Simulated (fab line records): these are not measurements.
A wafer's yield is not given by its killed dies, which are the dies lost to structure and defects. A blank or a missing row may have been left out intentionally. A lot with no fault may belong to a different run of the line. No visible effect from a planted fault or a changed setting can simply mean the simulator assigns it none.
Code-filled problem report in 8D (eight disciplines) form    flow sfq-line    the parts of the form that need people (team, actions taken, sign-off) are left out

1. PROBLEM STATEMENT
Mean of heater-power-total-W at SFQ_TRILAYER_M2_LITHO_PEB_060: 81.28 W across 3 wafers in 2 lots; on wafers with no fault it is 79.15 W (standard deviation 0.067). Relative to the usual mean, that is a shift of +32 standard deviations.
The step: peb time 60 s.
First seen on wafer L432.2, day 33 16:26, on litho-track-01. At this step, 18 wafers from 6 lots have a number in the record. The rule behind "out" and "out of limits": a value lying over 4 standard deviations away from the usual mean. The other wafers with a number count as sound.

2. WHAT IT IS, WHAT IT ISN'T
question                     is                      is not
which readings at this step  heater-power-total-W    -
which lots                   L432, L433              L415, L417, L436, L437
which wafers of those lots   L432.2, L432.4, L433.4  L432.3, L433.3, L433.6
read on which tools          litho-track-01          litho-track-02, litho-track-04
when                         from day 33 16:26       up to then (7 sound wafers); but 8 sound wafers of L433, L436, L437 came after

3. SUSPECTS, AND WHAT RULES EACH OUT
Counting: if a tool at a process step up to the reading ran every lot that is out, it stays a suspect. Sound lots after the first of them don't rule it out here, since some wafers of a struck lot are sound.
- litho-track-01 at SFQ_TRILAYER_M2_LITHO_PEB_060 (peb time 60 s): kept. Every lot that is out went through it, the first being L432 (day 33 16:26); the last sound lot it ran before that was L415 (day 32 05:48). On those wafers its own readings are out: heater-power-total-W.
Left after counting: litho-track-01 at SFQ_TRILAYER_M2_LITHO_PEB_060.

4. THE CAUSE (what the simulator had put in)
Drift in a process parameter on litho-track-01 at SFQ_TRILAYER_M2_LITHO_PEB_060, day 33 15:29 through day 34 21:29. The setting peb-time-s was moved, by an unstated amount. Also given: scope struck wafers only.
The count eliminated every tool but this one.

5. THE EFFECT CHAIN, in route order
One row per reading whose mean, taken over the struck wafers that have a number, lies over 3 standard deviations from the usual. Scope: only readings with a usual standard deviation given in the record; hours: median across lots of the time from each lot's start at the first step in this table that gives one to its start at this step; sigmas: change in usual standard deviations.
hours  step                           reading               usual    on struck wafers  change  sigmas
0      SFQ_TRILAYER_M2_LITHO_PEB_060  heater-power-total-W  79.15 W  81.28             +2.13   +32
Here are the process steps it includes:
- SFQ_TRILAYER_M2_LITHO_PEB_060: peb time 60 s.
At these later measuring or inspecting steps, every struck wafer for which the step has a row has a number for every such reading, and none has moved that far: SFQ_M2_OVL_MEAS_916.

6. HOW IT WOULD HAVE BEEN CAUGHT EARLIER
In this record the first reading out of limits was taken at day 33 16:26, 1 hour after the fault began at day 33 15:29.
